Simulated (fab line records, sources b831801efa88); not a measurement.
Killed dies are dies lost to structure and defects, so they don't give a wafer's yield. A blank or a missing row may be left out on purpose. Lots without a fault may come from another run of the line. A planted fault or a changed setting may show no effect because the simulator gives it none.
One fault seen from 2 desks | flow gf180mcu | each desk has only its own numbers; what lay behind them comes last

THE METROLOGY DESK
What the gauges read, lot by lot, whatever tool the lot ran on: means of the sampled wafers that have a number. A lot is out of limits, marked OUT, if its mean lies more than 4 standard deviations from the usual mean; the brackets give that distance. Of its 10 readings 7 are shown: those that lie furthest out on some lot.
Columns: A = HV_LDD_2_TW at GF_HV_LDD_TW_MEAS_23, usual 1056; B = cd_nm at GF_HV_LDD_CD_MEAS_31, usual 399.8 nm; C = HV_LDD_02_OVL at GF_HV_LDD_OVL_MEAS_32, usual -1.1 nm; D = HV_LDD_03_OVL at GF_HV_LDD_OVL_MEAS_47, usual 0.1 nm; E = HV_LDD_RS at GF_HV_LDD_RS_MEAS_53, usual 418.2 ohm/sq; F = HV_LDD_CVD_54_THK at GF_HV_LDD_THK_MEAS_55, usual 10.05 nm; G = HV_LDD_CVD_56_THK at GF_HV_LDD_THK_MEAS_57, usual 89.8 nm
lot  | first seen here | A    | B     | C    | D    | E     | F     | G
L711 | day 12 18:48    | 1042 | 400.6 | 0.4  | 1.4  | 417.6 | 10.00 | 90.1
L715 | day 13 23:48    | 1063 | 398.5 | -2.5 | -2.9 | 418.9 | 10.19 | 90.5
L716 | day 14 09:32    | 1065 | 400.7 | -0.0 | -0.9 | 418.4 | 9.93  | 90.2
L717 | day 14 18:12    | 1054 | 396.3 | -3.1 | 0.1  | 420.2 | 9.86  | 87.6
L721 | day 16 08:40    | 1054 | 400.2 | -0.3 | -0.8 | 418.5 | 10.01 | 91.2
L725 | day 17 03:33    | 1057 | 399.0 | -0.9 | 0.6  | 417.9 | 10.03 | 89.6
This desk's finding: nothing out of limits on any of the 6 lots.

THE TOOL OWNER'S DESK: implanter-02
The tool's own readings at GF_HV_LDD_IMPLANT_34: means of the sampled wafers that have a number, for each lot that ran on this tool. A lot is out of limits, marked OUT, if its mean lies more than 4 standard deviations from the usual mean; the brackets give that distance.
Columns: A = beam_energy_keV at GF_HV_LDD_IMPLANT_34, usual 59.998; B = end_station_pressure_torr at GF_HV_LDD_IMPLANT_34, usual 5.02e-06 Torr; C = faraday_current_uA at GF_HV_LDD_IMPLANT_34, usual 42.3
lot  | first seen here | A      | B        | C
L715 | day 14 20:28    | 59.989 | 4.88e-06 | 42.3
L716 | day 15 06:42    | 59.992 | 4.96e-06 | 43.1
L721 | day 17 07:14    | 60.014 | 5.03e-06 | 42.3
This desk's finding: nothing out of limits on any of the 3 lots.

PUT TOGETHER
The metrology desk saw nothing out of limits.
The tool owner's desk saw nothing out of limits.

WHAT THE SIMULATOR HAD PUT IN
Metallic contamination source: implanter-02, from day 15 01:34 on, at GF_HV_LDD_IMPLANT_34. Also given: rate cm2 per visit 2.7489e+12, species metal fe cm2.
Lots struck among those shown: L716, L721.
